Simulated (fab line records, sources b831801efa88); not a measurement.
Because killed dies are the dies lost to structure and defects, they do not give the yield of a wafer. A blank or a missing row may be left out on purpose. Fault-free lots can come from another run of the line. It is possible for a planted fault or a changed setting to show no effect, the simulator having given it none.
The tool behind it: which one? -- flow sky130 -- 36 wafers from 12 lots sampled at 3 of the route's 708 steps

WHAT THE GAUGES SHOWED, per wafer
SKY_SONOS_TUNNEL_CD_MEAS_07: the cd target is 410 nm.
lot,measured,on,cd-nm (nm)
L647,day 12 00:13,cd-sem-02,409.7 412.5 409.1
L648,day 12 02:45,cd-sem-02,410.7 410.7 410.2
L649,day 12 07:19,cd-sem-01,413.9 411.1 409.9
L650,day 12 12:40,cd-sem-01,407.7 407.9 409.4
L651,day 12 20:26,cd-sem-01,409.0 410.3 408.8
L653,day 13 11:40,cd-sem-01,407.7 405.8 406.7
L654,day 13 19:44,cd-sem-01,409.3 408.8 408.6
L655,day 14 05:56,cd-sem-01,412.9 412.1 411.8
L658,day 15 08:48,cd-sem-01,407.5 409.1 407.6
L667,day 18 09:17,cd-sem-01,411.5 410.7 410.6
L668,day 18 13:47,cd-sem-02,411.2 412.6 411.1
L669,day 18 23:13,cd-sem-02,410.6 410.7 410.3

SKY_GATE_OXIDE_TW_MEAS_14.
lot,measured,on,GATE_OXIDE_TW
L647,day 14 11:37,film-metro-04,226.0 225.1 225.4
L648,day 14 15:21,film-metro-01,223.0 224.6 223.4
L649,day 14 23:48,film-metro-03,222.5 223.9 222.5
L650,day 15 01:35,film-metro-01,224.0 223.6 221.6
L651,day 15 10:32,film-metro-03,222.8 221.6 221.9
L653,day 16 01:47,film-metro-01,223.0 224.4 223.8
L654,day 16 14:29,film-metro-03,221.7 221.2 221.9
L655,day 16 23:50,film-metro-01,223.6 223.1 222.5
L658,day 18 01:58,film-metro-01,223.4 223.0 222.4
L667,day 21 05:51,film-metro-01,223.3 224.0 223.3
L668,day 21 10:53,film-metro-01,223.8 225.7 223.9
L669,day 21 18:21,film-metro-04,226.6 226.1 225.3

WHAT TOOL EACH LOT RAN ON (gives the tool, then ch and the chambers of the sampled wafers, and finally the start)
lot,SKY_SONOS_ONO_ETCH_15
L647,"rie-diel-03 ch 0,2,3, day 13 07:37"
L648,"rie-diel-03 ch 0,1,3, day 13 11:00"
L649,"rie-diel-03 ch 1,2,3, day 13 19:40"
L650,"rie-diel-04 ch 0,2, day 13 20:12"
L651,"rie-diel-04 ch 0,1, day 14 05:04"
L653,"rie-diel-02 ch 0,2,3, day 14 20:52"
L654,"rie-diel-03 ch 2,3, day 15 06:45"
L655,"rie-diel-04 ch 1,2, day 15 15:01"
L658,"rie-diel-02 ch 0,1,2, day 16 19:43"
L667,"rie-diel-04 ch 0,3, day 19 20:58"
L668,"rie-diel-04 ch 0,3, day 20 02:48"
L669,"rie-diel-03 ch 0,2,3, day 20 09:58"
- SKY_SONOS_ONO_ETCH_15: etches the open film in CHF3/O2, target depth 19.52 nm, time 7.8 s.

WHAT THE TOOLS THEMSELVES READ (means of the sampled wafers that have a number; where no wafer has one, the mark that the record gives instead)
SKY_SONOS_ONO_ETCH_15.
lot,tool,drypump-motor-current-A (A),oes-product-au (a.u.),throttle-valve-pct (%)
L647,rie-diel-03,6.3,1.002,8.826
L648,rie-diel-03,6.0,0.995,8.814
L649,rie-diel-03,5.9,0.996,8.828
L650,rie-diel-04,5.3,1.000,8.813
L651,rie-diel-04,5.4,0.991,8.823
L653,rie-diel-02,5.7,0.994,8.816
L654,rie-diel-03,6.3,0.990,8.823
L655,rie-diel-04,5.9,0.990,8.813
L658,rie-diel-02,5.8,1.000,8.820
L667,rie-diel-04,5.5,1.000,8.822
L668,rie-diel-04,5.9,1.007,8.825
L669,rie-diel-03,6.3,1.001,8.817

THE ANSWER, worked out from the rows above alone
Rule: usual is defined by the lots themselves. The widest of any qualifying gaps counts: lots, ordered by their means at a reading, are off when they make up no more than a third of the lots, leave a main group of 4 or more, and stand apart from it by 3 or more times the standard deviation of that group's means. The tables above print the reading to a certain number of digits; a main group whose means all agree to those digits is not used. Also off: a lot with no number at a reading for which 4 or more lots have one. All remaining lots with rows at the step are treated as sound. First the gauges in route order, then the tools' own readings, where a lot's mean is used as printed above. The first step at which some lot is off is used, and at that step the reading that is off furthest; a lot without a number counts as furthest.
No lot is off on any of the readings shown, so nothing can be concluded from this.

WHAT THE SIMULATOR HAD PUT IN
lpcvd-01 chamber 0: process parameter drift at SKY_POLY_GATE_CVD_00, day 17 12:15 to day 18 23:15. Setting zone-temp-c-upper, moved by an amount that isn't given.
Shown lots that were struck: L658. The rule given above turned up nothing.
